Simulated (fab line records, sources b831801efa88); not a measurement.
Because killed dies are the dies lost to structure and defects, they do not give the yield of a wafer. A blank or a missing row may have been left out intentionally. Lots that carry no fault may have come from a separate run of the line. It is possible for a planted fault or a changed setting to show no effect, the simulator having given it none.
Lot-split experiment -- flow sfq line -- 23 wafers read across 5 lots, on a route 325 steps long

## THE SPLIT ITSELF
At SFQ_TRILAYER_M5_LITHO_PEB_126 (peb time 60 s), the setting peb time s was moved away from the recipe's 60 s on 4 of the 23 wafers read, by -5.5% to +9.3%. This setting was run at the recipe's value on the other wafers.

## FROM SPLIT TO READING: 1 step shown by the file between the two
- SFQ_TRILAYER_M5_LITHO_DEVELOP_125: time 60 s

## THE READING
M5.cd nm (the simulator's own value, which no gauge read), in nm, at SFQ_TRILAYER_M5_BARC_OPEN_METAL_ETCH_161 (etches BARC in O2, target depth 125 nm, time 41.7 s). The file gives no usual value for it. The 19 wafers here that ran the recipe average 699.8 nm, standard deviation 2.1 nm.

wafer,"tool, chamber at the split","peb time s as run, s",against the recipe,"M5.cd nm, nm",against lot-mates on the recipe
L077.1,"litho track-04, 0",60,recipe,701.3,-
L077.2,"litho track-04, 0",65.58,+9.3%,688.6,-12.3
L077.3,"litho track-04, 0",65.58,+9.3%,688.5,-12.4
L077.4,"litho track-04, 0",60,recipe,700.6,-
L077.6,"litho track-04, 0",60,recipe,700.7,-
L078.1,"litho track-03, 0",60,recipe,699.9,-
L078.2,"litho track-03, 0",60,recipe,701.6,-
L078.6,"litho track-03, 0",60,recipe,701.6,-
L078.3,"litho track-03, 0",60,recipe,700.3,-
L078.5,"litho track-03, 0",60,recipe,700.6,-
L079.1,"litho track-04, 0",60,recipe,700.8,-
L079.2,"litho track-04, 0",60,recipe,701.9,-
L079.3,"litho track-04, 0",60,recipe,701.4,-
L079.4,"litho track-04, 0",60,recipe,701.8,-
L079.6,"litho track-04, 0",60,recipe,702.5,-
L082.1,"litho track-03, 0",56.68,-5.5%,704.3,+7.5
L082.3,"litho track-03, 0",60,recipe,697,-
L082.4,"litho track-03, 0",60,recipe,697,-
L082.5,"litho track-03, 0",56.68,-5.5%,703.9,+7.1
L082.6,"litho track-03, 0",60,recipe,696.5,-
L084.1,"litho track-02, 0",60,recipe,696.7,-
L084.4,"litho track-02, 0",60,recipe,696.9,-
L084.5,"litho track-02, 0",60,recipe,696.8,-

THE FIT
A straight line over all 23 wafers: M5.cd nm changes by -1.09 nm for each +1% of peb time s; r = -0.87; the points scatter about the line by 2.1 nm.
The same after taking each lot's own level away (the mean of its wafers on the recipe; 23 wafers): -1.32 nm for each +1%; r = -0.99; scatter 0.46 nm.
Per that fit: largest peb time s move, reading shift of 12 nm.
Measured against the standard deviation above, the lots' own levels, which go from 696.80 to 701.68 nm, span 2.3 times it.
Hence the slope depends on the lot-to-lot level, as the two fits are not the same.
Check: with one of the wafers moved furthest among these (+9.3%) left out of the fit, the line predicts -12.3 nm for it against its lot-mates. It came out at -12.3 nm against them.

## FURTHER SPLITS ON THESE WAFERS
Note: prior to the reading, these wafers also went through further splits. Each is held against what the fit with the lots' levels taken away leaves over:
other split on the same wafers,wafers away from the commonest value,r with M5.cd nm (lot level and that fit taken away)
SFQ_TRILAYER_M4_BARC_OPEN_METAL_ETCH_123 time s,11,-0.31
SFQ_TRILAYER_I4_VIA_LITHO_COAT_108 spin rpm,11,-0.03
SFQ_TRILAYER_JJ_TRILAYER_DEP_SPUTTER_110 time s,6,+0.30
SFQ_TRILAYER_JJ_CE_LITHO_EXPOSE_115 dose mj,9,+0.31
SFQ_TRILAYER_JJ_CE_LITHO_PEB_117 peb time s,6,+0.07

## FILE'S OWN FIT
M5.cd nm changes by -1.32 nm for each +1% of peb time s, r = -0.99.
